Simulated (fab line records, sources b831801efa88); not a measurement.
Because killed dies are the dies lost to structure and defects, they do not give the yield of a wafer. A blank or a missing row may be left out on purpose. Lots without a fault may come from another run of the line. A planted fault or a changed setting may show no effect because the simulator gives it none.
Chamber matching -- flow sfqLine -- SFQ_TRILAYER_I3_VIA_ETCH_VIA_ETCH_088 on rieDiel-03 has 4 sister chambers
The step etches SiO2 in CHF3, stops on Nb, target depth 260 nm. 14 wafers are shown with their chamber, then 6 later ones without.

== WAFERS PAIRED WITH THEIR CHAMBERS ==
wafer,chamber,oesProductAu (a.u.)
L772.1,3,0.851
L772.2,1,0.850
L772.3,0,0.846
L776.3,1,0.858
L776.4,2,0.853
L781.1,1,0.856
L781.3,3,0.852
L781.4,2,0.846
L786.1,2,0.851
L786.2,3,0.862
L786.3,0,0.854
L787.2,3,0.855
L787.3,0,0.854
L787.6,2,0.856

SIGNATURES, as means of the wafers listed above
reading,chamber 0,chamber 1,chamber 2,chamber 3,scatter within a chamber
oesProductAu,0.85133,0.85467,0.85150,0.85500,0.00452
Rule: for each reading, subtract the chamber's mean from the wafer's reading, divide by that reading's scatter and square the result; add these up over the readings and take the root, which gives the wafer's distance from the chamber. The wafer belongs to the nearest chamber; if the next one is less than 2 further off, it can't be placed. The scatter is the square root of a quotient: the sum, over the shown wafers, of each reading's squared deviation from its chamber's mean, divided by wafers minus chambers.

== WAFERS WITH NO CHAMBER GIVEN ==
wafer,oesProductAu (a.u.)
L789.1,0.859
L789.4,0.856
L789.5,0.850
L794.1,0.852
L794.3,0.857
L794.5,0.852

== THE CHAMBER EACH PASSED THROUGH ==
wafer,from the rows above,in truth
L789.1,can't be placed: 3 or 1 or 2 or 0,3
L789.4,can't be placed: 3 or 1 or 2 or 0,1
L789.5,can't be placed: 0 or 2 or 1 or 3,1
L794.1,can't be placed: 2 or 0 or 1 or 3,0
L794.3,can't be placed: 3 or 1 or 2 or 0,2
L794.5,can't be placed: 2 or 0 or 1 or 3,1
Correct placement for 0 of the 6. From these rows, 6 cannot be placed; in 6 the true chamber is one of the candidates. Number placed wrongly: 0.
